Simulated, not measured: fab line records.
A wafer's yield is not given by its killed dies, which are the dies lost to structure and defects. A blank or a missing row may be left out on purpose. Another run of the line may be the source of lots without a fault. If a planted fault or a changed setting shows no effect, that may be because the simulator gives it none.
Comparing a struck lot with a sound one || flow gf180mcu || 20 out of 602 route steps
Sound: these wafers, L939.2, L939.3, L939.5. Struck: wafers L944.2, L944.5 (left out: L944.4, a lot-mate that was not struck); the cause follows at the end.
Each step with rows lists, per side, the tool, then ch with its chambers, then its first start. Under that, the readings that differ: sound wafers || struck wafers || difference of the means || sigmas: that difference in standard deviations of wafers without a fault.
alike: same words and numbers on both sides, and readings whose means sit less than 2 such deviations apart. not compared: any withheld reading, any reading some wafer has no value for, any bound like >300 that may hide the same value, and any number with overlapping values for which the record gives no deviation.
Wherever a step has rows on one side only, a row that says differs or no value, or a row with sigmas, the two part there. When numbers do not overlap yet have no deviation, they are printed without sigmas and do not part them. A reading missing from all wafers of one side parts the sides only when that side holds two or more wafers.

first, 1 step without rows for these wafers: GF_V4_CVD_00 (deposits SiO2, target thk 600 nm, time 100 s).
GF_V4_THK_MEAS_01:
  struck on film-metro-03, day 27 01:24; sound on film-metro-03, day 26 00:09
  alike: V4_CVD_00_THK
GF_V4_CVD_02: deposits SiO2 from TEOS, target thk 850 nm, time 94.851 s.
  sound on pecvd-03 ch 0,1,2, day 26 00:12; struck on pecvd-01 ch 1,2, day 27 01:27
  alike: heater-power-w
GF_V4_THK_MEAS_03:
  struck on film-metro-01, day 27 01:31; sound on film-metro-03, day 26 00:16
  alike: V4_CVD_02_THK
GF_V4_CMP_04: polishes SiO2.
  sound on cmp-02 ch 0,2, day 26 00:19; struck on cmp-01 ch 0,2, day 27 01:34
  alike: motor-current-A, slurry-filter-dp-kPa, time-to-endpoint-s
GF_V4_BOW_MEAS_05:
  struck on film-metro-03, day 27 01:53; sound on film-metro-02, day 26 00:38
  alike: V4_BOW
then, 6 steps without rows for these wafers: GF_V4_DEHYDRATE_06 (time 60 s); GF_V4_HMDS_07 (prime time 60 s); GF_V4_COAT_08; GF_V4_COAT_09 (resist thk 1000 nm); GF_V4_SOFTBAKE_10 (time 60 s); GF_V4_EXPOSE_11 (exposes mask Via4, target cd 260 nm).
GF_V4_PEB_12: peb time 90 s.
  sound on litho-track-03 ch 0, day 26 20:38; struck on litho-track-01 ch 0, day 27 21:16
{"reading": "heater-power-total-W (W)", "sound": "85.66 85.67 85.69", "struck": "97.06 97.24", "difference": "+11.48", "sigmas": "+99 or more"}
then, 1 step without rows for these wafers: GF_V4_DEVELOP_13 (develop time 60 s).
GF_V4_CD_MEAS_14 targets a cd of 260 nm.
  struck on cd-sem-02, day 27 21:37; sound on cd-sem-01, day 26 21:06
{"reading": "cd-nm (nm)", "sound": "261.7 261.1 260.5", "struck": "249.2 248.3", "difference": -12.4, "sigmas": -8}
GF_V4_OVL_MEAS_15:
  struck on overlay-01, day 27 21:43; sound on overlay-01, day 26 21:12
  alike: V4_OVL
GF_V4_ETCH_16: etches BARC in N2/H2.
  sound on rie-diel-02 ch 0,1,3, day 26 21:14; struck on rie-diel-01 ch 3, day 27 21:45
{"reading": "model.V4.cd-nm (nm)", "sound": "262.1 261.2 261.2", "struck": "250.1 249.7", "difference": -11.6, "sigmas": ""}
  alike: drypump-motor-current-A, oes-product-au, throttle-valve-pct
GF_V4_ETCH_17: etches SiO2 in C4F8/O2/Ar, stops on TiN, target depth 630 nm.
  sound on rie-diel-02 ch 0,1,3; struck on rie-diel-01 ch 3
{"reading": "model.V4.cd-nm (nm)", "sound": "263.3 261.8 261.4", "struck": "249.7 248.7", "difference": -13.0, "sigmas": ""}
  alike: oes-product-au
GF_V4_STRIP_18: strips in O2/N2.
  sound on plasma-asher-02 ch 0,1, day 26 21:22; struck on plasma-asher-02 ch 0,1, day 27 21:53
  alike: drypump-motor-current-A, heater-power-w, oes-product-au
  not compared: rf-hours-counter-h
GF_PASSIVATION_PROBE_99:
  the record has rows for the sound wafers here (prober-02, day 31 04:59) and none for the struck ones

WHERE THEY PART
Earliest at GF_V4_PEB_12; latest, in this record, at GF_PASSIVATION_PROBE_99.

WHY: whatever the simulator had introduced
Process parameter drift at GF_V4_PEB_12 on litho-track-01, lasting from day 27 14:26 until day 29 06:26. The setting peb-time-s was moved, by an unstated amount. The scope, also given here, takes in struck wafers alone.
